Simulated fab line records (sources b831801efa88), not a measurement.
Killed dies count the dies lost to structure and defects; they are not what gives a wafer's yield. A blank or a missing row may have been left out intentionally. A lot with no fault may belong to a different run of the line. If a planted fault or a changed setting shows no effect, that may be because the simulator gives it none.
Comparing a struck lot with a sound one ; flow sky130 ; 32 out of 708 route steps
Sound: the wafers L640.1, L640.4, L640.6. The struck wafers were L653.2, L653.3, L653.5. At the end, the cause is stated.
For every step that has rows: the tool of each side, followed by ch and its chambers, followed by its first start. Under that, the readings that differ: sound wafers ; struck wafers ; difference of the means ; sigmas: that difference in standard deviations of wafers without a fault.
alike: words and numbers the same on both sides, and readings whose means are apart by under 2 such deviations; not compared: readings that were withheld, readings missing a value for some wafer, numbers with overlapping values and no deviation given by the record, and bounds like >300 which may hide the same value.
Wherever a step has rows on one side only, a row that says differs or no value, or a row with sigmas, the two part there. Numbers that don't overlap but have no deviation are shown without sigmas and don't part them. Lack of a reading on every wafer of one side parts them only where that side has two or more wafers.

first, 5 steps without rows for these wafers: SKY_VIA1_STRIP_17 (strips in post etch residue remover, time 1200 s); SKY_VIA1_CLEAN_18 (cleans in IPA, time 180 s); SKY_VIA1_CLEAN_19 (cleans in O3/DIW); SKY_VIA1_SPUTTER_20 (material TiN, target thk 20 nm, time 80 s); SKY_VIA1_CVD_21 (deposits W, target thk 270 nm, time 80.902 s).
SKY_VIA1_RS_MEAS_22: measurement is done with a four-point probe.
  sound on film metro-01, day 34 00:07; struck on film metro-01, day 38 08:30
  alike: VIA1_W_RS
SKY_VIA1_THK_MEAS_23: measures by xrf.
  sound on film metro-01, day 34 00:14; struck on film metro-01, day 38 08:37
  alike: VIA1_W_THK
SKY_VIA1_CMP_24: polishes, stops on SiO2, t overpolish 15 s, target thk 0 nm.
  sound on cmp-01 ch 2,3, day 34 00:17; struck on cmp-01 ch 1,2, day 38 08:40
  alike: motor current A, overpolish run s, time to endpoint s
SKY_METAL2_SPUTTER_00: material Ti, target thk 15 nm, time 10 s.
  sound on pvd sputter-04, day 34 00:35; struck on pvd sputter-02, day 38 08:58
  alike: chamber pressure pa, throttle valve pct
SKY_METAL2_SPUTTER_01: material TiN, target thk 20 nm, time 16.7 s.
  sound on pvd sputter-04, day 34 00:37; struck on pvd sputter-02, day 38 08:59
  alike: chamber pressure pa, throttle valve pct
then, 1 step without rows for these wafers: SKY_METAL2_SPUTTER_02 (material AlCu, target thk 250 nm, time 13.3 s).
SKY_METAL2_SPUTTER_03: material Ti, target thk 5 nm, time 3.3 s.
  sound on pvd sputter-04, day 34 00:40; struck on pvd sputter-02, day 38 09:02
  alike: chamber pressure pa, throttle valve pct
SKY_METAL2_SPUTTER_04: material TiN, target thk 70 nm, time 58.3 s.
  sound on pvd sputter-04, day 34 00:41; struck on pvd sputter-02, day 38 09:03
reading;sound;struck;difference;sigmas
chamber pressure pa (Pa);0.3999 0.3996 0.3989;0.2910 0.2897 0.2902;-0.1092;-99 or more
throttle valve pct (%);30.8 30.6 30.4;33.9 37.0 34.1;+4.4;+4
model.TiN_of_METAL2_SPUTTER_04.thk nm (nm);69.81 69.1 69.03;73.8 74.33 74.04;+4.7;
SKY_METAL2_RS_MEAS_05: measurement is done with a four-point probe.
  sound on film metro-03, day 34 00:44; struck on film metro-01, day 38 09:07
  alike: METAL2_ALCU_RS
SKY_METAL2_THK_MEAS_06: measures by xrf.
  sound on film metro-03, day 34 00:51; struck on film metro-01, day 38 09:14
reading;sound;struck;difference;sigmas
METAL2_ALCU_THK (nm);253 250 250;243 241 241;-9;-3
then, 8 steps without rows for these wafers: SKY_METAL2_DEHYDRATE_07 (time 60 s); SKY_METAL2_HMDS_08 (prime time 60 s); SKY_METAL2_COAT_09 (resist thk 60 nm); SKY_METAL2_COAT_10 (resist thk 450 nm); SKY_METAL2_SOFTBAKE_11 (time 90 s); SKY_METAL2_EXPOSE_12 (exposes mask MM2, target cd 140 nm); SKY_METAL2_PEB_13; SKY_METAL2_DEVELOP_14 (develop time 60 s).
SKY_METAL2_CD_MEAS_15: the cd target is 140 nm.
  sound on cd sem-01, day 35 03:29; struck on cd sem-02, day 39 09:55
  alike: cd nm
SKY_METAL2_OVL_MEAS_16:
  sound on overlay-02, day 35 03:37; struck on overlay-01, day 39 10:01
  alike: METAL2_OVL
then, 1 step without rows for these wafers: SKY_METAL2_DESCUM_17 (chemistry O2, time 8 s).
SKY_METAL2_ETCH_18: etches BARC in N2/H2, stops on SiO2, time 45.9 s, target depth 60 nm.
  sound on rie metal-01 ch 0,1, day 35 03:40; struck on rie metal-02 ch 0,1, day 39 10:05
reading;sound;struck;difference;sigmas
drypump motor current A (A);6.1 6.0 6.1;5.2 4.8 5.2;-1.0;-2
  alike: oes product au, rf fwd power W, throttle valve pct
  not compared: rf hours counter h
then, 2 steps without rows for these wafers: SKY_METAL2_METAL_ETCH_19 (etches the open film in Cl2/BCl3, stops on SiO2, target depth 360 nm, time 78 s); SKY_METAL2_STRIP_20 (strips in O2/N2).
SKY_METAL2_STRIP_21: strips in post etch residue remover, time 1200 s.
  sound on wet bench-02 ch 2, day 35 03:56; struck on wet bench-02 ch 2, day 39 10:20
reading;sound;struck;difference;sigmas
model.TiN_of_METAL2_SPUTTER_04.thk nm (nm);69.39 68.67 68.6;73.38 73.9 73.62;+4.75;
then, 2 steps without rows for these wafers: SKY_METAL2_CLEAN_22 (cleans in IPA, time 180 s); SKY_PAD_OPEN_PROBE_99.

WHERE THEY PART
At SKY_METAL2_SPUTTER_04 first; at SKY_METAL2_ETCH_18 last (within this record only).

WHY: whatever the simulator had introduced
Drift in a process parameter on pvd sputter-02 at SKY_METAL2_SPUTTER_04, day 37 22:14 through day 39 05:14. Setting chamber pressure pa, moved by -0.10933, from 0.4. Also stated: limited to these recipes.
